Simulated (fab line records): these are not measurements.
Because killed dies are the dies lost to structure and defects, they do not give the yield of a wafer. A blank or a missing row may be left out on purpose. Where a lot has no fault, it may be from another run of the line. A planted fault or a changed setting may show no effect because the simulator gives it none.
Code-filled problem report in 8D (eight disciplines) form + flow gf180mcu + the parts of the form that need people (team, actions taken, sign-off) are left out

1. WHAT IS WRONG
Wafers free of any fault read 601 nm (standard deviation 5.8) for V1_CVD_00_THK at GF_V1_THK_MEAS_01, against a mean of 305 nm on 3 wafers of 2 lots. Measured from the usual mean, that is -51 standard deviations.
First observed at day 18 14:32: wafer L491.1, on filmMetro-01. At this step, 39 wafers from 13 lots have a number in the record. The rule behind "out" and "out of limits": a value lying over 4 standard deviations away from the usual mean. Any other wafer with a number is counted as sound.

2. WHAT IT IS, AND WHAT IT ISN'T
| question                    | is                         | is not                                                                                                               |
|-----------------------------|----------------------------|----------------------------------------------------------------------------------------------------------------------|
| which readings at this step | V1_CVD_00_THK              | -                                                                                                                    |
| which lots                  | L491, L493                 | L488, L489, L490, L495, L501, L502, L503, L505, L508, L509, L510                                                     |
| which wafers of those lots  | L491.1, L493.1, L493.6     | L491.5, L491.6, L493.4                                                                                               |
| read on which gauges        | filmMetro-01, filmMetro-04 | filmMetro-03                                                                                                         |
| when                        | from day 18 14:32          | up to then (11 sound wafers); but 25 sound wafers of L493, L495, L501, L502, L503, L505, L508, L509, L510 came after |

3. THE SUSPECTS, EACH WITH WHAT RULES IT OUT
Counting: any tool at a process step up to the reading remains a suspect provided it ran every lot that is out. Sound lots after the first of them don't rule it out here, since some wafers of a struck lot are sound.
- the gauge at GF_V1_THK_MEAS_01: ruled out. Those wafers that are out were read across 2 gauges (filmMetro-01, filmMetro-04).
- hdpcvd-02 at GF_V1_CVD_00 (deposits SiO2, target thk 600 nm, time 100 s): kept. It ran every lot that is out, first L491 (day 18 14:28); its last sound lot up to then is L489 (day 17 20:46). On those wafers its own readings are out: sih4FlowSccm.
- In hdpcvd-02 at GF_V1_CVD_00, the wafers that are out were processed in chamber 2 and their sound lot-mates in chambers 0, 1.
After counting, what remains is hdpcvd-02 at GF_V1_CVD_00.

4. THE CAUSE (what the simulator had put in)
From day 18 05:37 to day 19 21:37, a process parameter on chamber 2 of hdpcvd-02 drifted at GF_V1_CVD_00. From 60, the setting sih4FlowSccm moved by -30. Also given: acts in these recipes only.
This tool alone remained once counting was done.

5. THE EFFECT CHAIN, in route order
Rows list readings where the struck wafers' mean (over those with a number) sits beyond 3 standard deviations from the usual. Scope: only readings with a usual standard deviation given in the record; hours: median across lots of the time from each lot's start at the first step in this table that gives one to its start at this step; sigmas: change in usual standard deviations.
| hours | step              | reading       | usual      | on struck wafers | change | sigmas      |
|-------|-------------------|---------------|------------|------------------|--------|-------------|
| 0     | GF_V1_CVD_00      | sih4FlowSccm  | 59.97 sccm | 29.88            | -30.09 | -99 or more |
| 0     | GF_V1_THK_MEAS_01 | V1_CVD_00_THK | 601 nm     | 305              | -296   | -51         |
The process steps in it:
- GF_V1_CVD_00: deposits SiO2, target thk 600 nm, time 100 s.
Later steps that measure or inspect, where all struck wafers having a row at the step show a number for every such reading and not one has moved that far: GF_V1_RS_MEAS_24.

6. HOW IT WOULD HAVE BEEN CAUGHT EARLIER
In this record the first reading out of limits at a measuring or inspecting step was taken at day 18 14:32, 9 hours after the fault began at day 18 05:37.
The tool's own readings at GF_V1_CVD_00 were out on every struck wafer that the step has a row for (sih4FlowSccm): an alarm limit on them would have fired on the first of those.
Of the lots that are out (2), L493 began GF_V1_CVD_00 on hdpcvd-02 after day 18 14:32. Had the tool been put on hold then, it would have been spared.
